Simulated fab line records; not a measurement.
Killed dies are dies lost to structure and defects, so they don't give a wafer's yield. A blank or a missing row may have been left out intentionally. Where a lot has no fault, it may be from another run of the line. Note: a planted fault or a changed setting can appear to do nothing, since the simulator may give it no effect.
Which tool is to blame?	flow sky130	Sampling: 13 lots, 39 wafers, 5 of 708 route steps

WHAT EACH GAUGE READ, for each wafer
SKY_NWELL_TW_MEAS_26. Usual: NWELL_2_TW 497, standard deviation 4.3.
lot	measured	on	NWELL_2_TW	flag
L178	day 5 15:13	film metro-04	498 497 499	
L181	day 6 07:35	film metro-01	493 490 490	
L180	day 6 08:37	film metro-03	503 501 500	
L183	day 6 21:19	film metro-03	500 497 500	
L182	day 6 23:02	film metro-03	499 500 499	
L184	day 6 23:37	film metro-01	493 493 492	
L185	day 7 05:14	film metro-03	502 499 500	
L188	day 7 19:16	film metro-01	491 493 488	
L192	day 9 00:46	film metro-04	497 503 500	
L193	day 9 05:52	film metro-01	489 489 492	
L196	day 9 22:43	film metro-04	498 498 498	
L199	day 10 15:09	film metro-03	501 502 501	
L201	day 11 02:02	film metro-01	493 491 491	

SKY_VT_ADJUST_HVTP_OVL_MEAS_08. Usual: VT_ADJUST_HVTP_OVL -0.3 nm, standard deviation 1.6.
lot	measured	on	VT_ADJUST_HVTP_OVL (nm)	flag
L178	day 6 09:50	overlay-01	0.5 -1.9 0.8	
L181	day 7 02:49	overlay-02	1.3 3.0 2.3	
L180	day 7 03:56	overlay-02	-0.4 0.1 -0.3	
L183	day 7 17:31	overlay-01	1.6 0.0 0.5	
L182	day 7 19:40	overlay-02	-2.1 -1.7 -1.8	
L184	day 7 20:17	overlay-02	-0.8 0.0 -2.2	
L185	day 8 01:36	overlay-01	0.1 -1.0 -1.8	
L188	day 8 16:51	overlay-01	2.0 1.0 -0.4	
L192	day 9 23:27	overlay-02	-3.3 -1.5 -1.8	
L193	day 10 04:34	overlay-02	-2.2 -0.3 -1.0	
L196	day 10 21:55	overlay-02	-2.4 -0.8 -1.6	
L199	day 11 14:56	overlay-02	1.0 0.8 -0.8	
L201	day 12 01:58	overlay-01	-0.5 1.0 0.9	

SKY_VT_ADJUST_NCORE_CD_MEAS_07 targets a cd of 380 nm. Usual: cd nm at 380.1 nm, with a standard deviation of 2.7.
lot	measured	on	cd nm (nm)	flag
L178	day 8 21:47	cd sem-02	380.3 380.0 380.4	
L181	day 9 17:50	cd sem-01	378.8 378.3 376.5	
L180	day 9 19:20	cd sem-01	376.3 376.1 374.1	
L183	day 10 09:40	cd sem-02	385.9 384.6 383.3	
L182	day 10 13:03	cd sem-01	377.4 378.8 378.6	
L184	day 10 13:20	cd sem-02	374.4 378.3 376.7	
L185	day 10 20:31	cd sem-01	381.3 382.4 379.8	
L188	day 11 11:32	cd sem-01	384.8 384.3 383.9	
L192	day 13 00:11	cd sem-01	393.7 394.3 393.2 393.8 394.2 393.1	OFF
L193	day 13 04:49	cd sem-02	392.1 393.6 392.4 392.3 393.3 392.9	OFF
L196	day 14 00:42	cd sem-02	375.5 376.4 373.8	
L199	day 14 21:26	cd sem-01	380.2 381.0 382.6	
L201	day 15 10:01	cd sem-02	378.1 379.6 380.2	

SKY_VT_ADJUST_NCORE_TW_MEAS_11. Usual: VT_ADJUST_NCORE_TW 219.3, standard deviation 2.2.
lot	measured	on	VT_ADJUST_NCORE_TW	flag
L178	day 8 22:11	film metro-02	216.7 216.5 217.2	
L181	day 9 18:13	film metro-03	221.0 221.1 220.9	
L180	day 9 19:44	film metro-02	218.4 218.5 218.5	
L183	day 10 10:04	film metro-01	219.7 219.4 219.2	
L182	day 10 13:26	film metro-03	222.2 222.9 222.3	
L184	day 10 13:44	film metro-01	218.9 218.6 217.9	
L185	day 10 20:53	film metro-02	216.9 217.4 216.7	
L188	day 11 11:56	film metro-01	219.4 218.2 216.9	
L192	day 13 03:06	film metro-02	216.3 216.0 216.5	
L193	day 13 07:07	film metro-03	223.0 222.1 221.2	
L196	day 14 01:06	film metro-01	217.9 218.1 218.1	
L199	day 14 21:50	film metro-02	218.3 217.8 218.0	
L201	day 15 10:23	film metro-03	221.3 222.2 222.3	

WHICH TOOL RAN EACH LOT (tool, then ch and the chambers of the sampled wafers, then the start)
lot	SKY_VT_ADJUST_NCORE_EXPOSE_04
L178	iline stepper-02 ch 0, day 8 11:22
L181	iline stepper-02 ch 0, day 9 06:40
L180	iline stepper-01 ch 0, day 9 07:51
L183	iline stepper-02 ch 0, day 9 22:37
L182	iline stepper-01 ch 0, day 10 02:14
L184	iline stepper-01 ch 0, day 10 02:29
L185	iline stepper-01 ch 0, day 10 09:04
L188	iline stepper-02 ch 0, day 10 23:34
L192	iline stepper-01 ch 0, day 12 11:27
L193	iline stepper-01 ch 0, day 12 16:23
L196	iline stepper-02 ch 0, day 13 11:20
L199	iline stepper-02 ch 0, day 14 07:36
L201	iline stepper-02 ch 0, day 14 20:27
- SKY_VT_ADJUST_NCORE_EXPOSE_04: exposes mask LVTN COMPLEMENT THIN, target cd 380 nm.

WHAT THE TOOLS THEMSELVES READ (means of the sampled wafers that have a number; where no wafer has one, the mark that the record gives instead)
SKY_VT_ADJUST_NCORE_EXPOSE_04. Usual: exposure dose mJ cm2 138.91, standard deviation 0.13; stage vel mm s 500.05 mm/s, standard deviation 0.24.
lot	tool	exposure dose mJ cm2	stage vel mm s (mm/s)	flag
L178	iline stepper-02	138.94	499.80	
L181	iline stepper-02	138.98	500.13	
L180	iline stepper-01	139.02	500.17	
L183	iline stepper-02	138.82	500.16	
L182	iline stepper-01	138.99	500.14	
L184	iline stepper-01	138.92	500.25	
L185	iline stepper-01	138.98	500.06	
L188	iline stepper-02	139.01	500.17	
L192	iline stepper-01	144.81	499.81	OFF
L193	iline stepper-01	144.99	499.77	OFF
L196	iline stepper-02	138.91	500.38	
L199	iline stepper-02	138.86	500.11	
L201	iline stepper-02	138.92	499.96	

THE ANSWER, worked out from the rows above alone
Rule: a lot counts as off when the mean over its wafers that have a number is more than 3 standard deviations away from the usual mean. A lot without any number at a reading at which 4 lots or more have one is off too. The other lots that the step has rows for count as sound. First the gauges in route order, then the tools' own readings, where a lot's mean is used as printed above. At the first step where some lot is off, the reading lying furthest off is the one used; lots without a number count as furthest.
Off, at SKY_VT_ADJUST_NCORE_CD_MEAS_07 on cd nm: L192, L193.
If a tool, at a process step before that reading, ran all the lots that are off and no sound lot after the first of them, it fits. The gauges at SKY_VT_ADJUST_NCORE_CD_MEAS_07 aren't tried: what is off there is off at SKY_VT_ADJUST_NCORE_EXPOSE_04 too, on other tools, and a gauge's error can't cause that. One candidate fits, namely iline stepper-01 at SKY_VT_ADJUST_NCORE_EXPOSE_04. A fault onset in the window from L185 (day 10 09:04, its last sound lot) to L192 (day 12 11:27, its first lot off) fits.
On the lots that are off, the tool's own readings at SKY_VT_ADJUST_NCORE_EXPOSE_04 differ by more than 5 times the standard deviation of the sound lots' means, which bears it out; exposure dose mJ cm2 reads 144.90 there versus 138.94 on the sound lots.

WHAT THE SIMULATOR PUT IN
Process parameter drift: iline stepper-01, from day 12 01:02 on, at SKY_VT_ADJUST_NCORE_EXPOSE_04. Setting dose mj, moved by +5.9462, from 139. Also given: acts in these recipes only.
Shown lots that were struck: L192, L193. The rule above found the same.
